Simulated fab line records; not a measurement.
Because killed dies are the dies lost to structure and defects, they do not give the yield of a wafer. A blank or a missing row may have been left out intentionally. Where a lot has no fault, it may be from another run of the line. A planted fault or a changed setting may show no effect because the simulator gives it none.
The tool behind it: which one? + flow sky130 + Sampling: 13 lots, 39 wafers, 2 of 708 route steps

WHAT THE GAUGES SHOWED, per wafer
SKY_FIELD_ISO_THK_MEAS_23.
| lot  | measured    | on            | FIELD_ISO_OXIDATION_01_THK (nm) |
|------|-------------|---------------|---------------------------------|
| L764 | day 2 12:26 | film-metro-01 | 9.86 9.71 9.73                  |
| L766 | day 2 21:56 | film-metro-01 | 9.81 9.81 9.77                  |
| L767 | day 3 02:57 | film-metro-04 | 10.35 10.30 10.41               |
| L768 | day 4 03:49 | film-metro-01 | 10.49 10.18 10.35               |
| L772 | day 4 09:50 | film-metro-03 | 10.28 10.36 10.16               |
| L773 | day 4 13:46 | film-metro-03 | 9.84 9.81 9.82                  |
| L774 | day 4 20:38 | film-metro-01 | 10.18 10.07 10.33               |
| L775 | day 4 23:17 | film-metro-03 | 9.72 9.95 9.88                  |
| L776 | day 5 03:10 | film-metro-03 | 9.96 9.94 10.02                 |
| L779 | day 6 03:58 | film-metro-04 | 10.31 10.46 10.44               |
| L780 | day 6 03:58 | film-metro-01 | 9.91 10.17 10.28                |
| L782 | day 6 15:22 | film-metro-01 | 9.86 9.79 10.03                 |
| L785 | day 7 06:33 | film-metro-04 | 9.85 9.76 9.92                  |

SKY_NWELL_OVL_MEAS_23.
| lot  | measured     | on         | NWELL_01_OVL (nm) |
|------|--------------|------------|-------------------|
| L764 | day 5 12:35  | overlay-02 | 1.2 -0.9 -1.8     |
| L766 | day 5 22:40  | overlay-02 | -1.0 0.6 -1.8     |
| L767 | day 6 02:57  | overlay-01 | -2.3 -2.5 0.0     |
| L768 | day 7 07:11  | overlay-02 | 0.8 -0.7 -0.6     |
| L772 | day 7 19:07  | overlay-01 | -1.8 -2.6 -1.4    |
| L773 | day 7 17:57  | overlay-01 | -1.4 -0.9 -1.5    |
| L774 | day 8 05:32  | overlay-02 | 0.8 -1.1 -1.6     |
| L775 | day 8 06:03  | overlay-02 | 0.4 1.1 -0.5      |
| L776 | day 8 10:07  | overlay-02 | -2.1 -2.5 -1.1    |
| L779 | day 10 04:33 | overlay-02 | -0.7 -1.8 -3.9    |
| L780 | day 10 04:58 | overlay-02 | 0.1 -0.4 -0.2     |
| L782 | day 10 17:50 | overlay-02 | -0.2 0.2 -1.6     |
| L785 | day 11 03:46 | overlay-02 | -1.3 0.0 -1.3     |

EACH LOT AND THE TOOL THAT RAN IT (in order: tool; ch and the chambers of the sampled wafers; start)
The record shows no process step preceding these readings.

AS READ BY THE TOOLS THEMSELVES (means over the sampled wafers that have a number; for cases with no such wafer, the mark the record gives instead)
The record holds no such reading with a usual standard deviation.

THE ANSWER, worked out from the rows above alone
Rule: usual is defined by the lots themselves. The widest of any qualifying gaps counts: lots, ordered by their means at a reading, are off when they make up no more than a third of the lots, leave a main group of 4 or more, and stand apart from it by 3 or more times the standard deviation of that group's means. If all means in a main group match to the digits the tables above print for the reading, that group is not used. Also off: a lot with no number at a reading for which 4 or more lots have one. The other lots that the step has rows for count as sound. First the gauges in route order, then the tools' own readings, where a lot's mean is used as printed above. The first step at which some lot is off is used, and at that step the reading that is off furthest; a lot without a number counts as furthest.
None of the lots is off at any reading shown; this tells nothing.

WHAT WAS PUT IN BY THE SIMULATOR
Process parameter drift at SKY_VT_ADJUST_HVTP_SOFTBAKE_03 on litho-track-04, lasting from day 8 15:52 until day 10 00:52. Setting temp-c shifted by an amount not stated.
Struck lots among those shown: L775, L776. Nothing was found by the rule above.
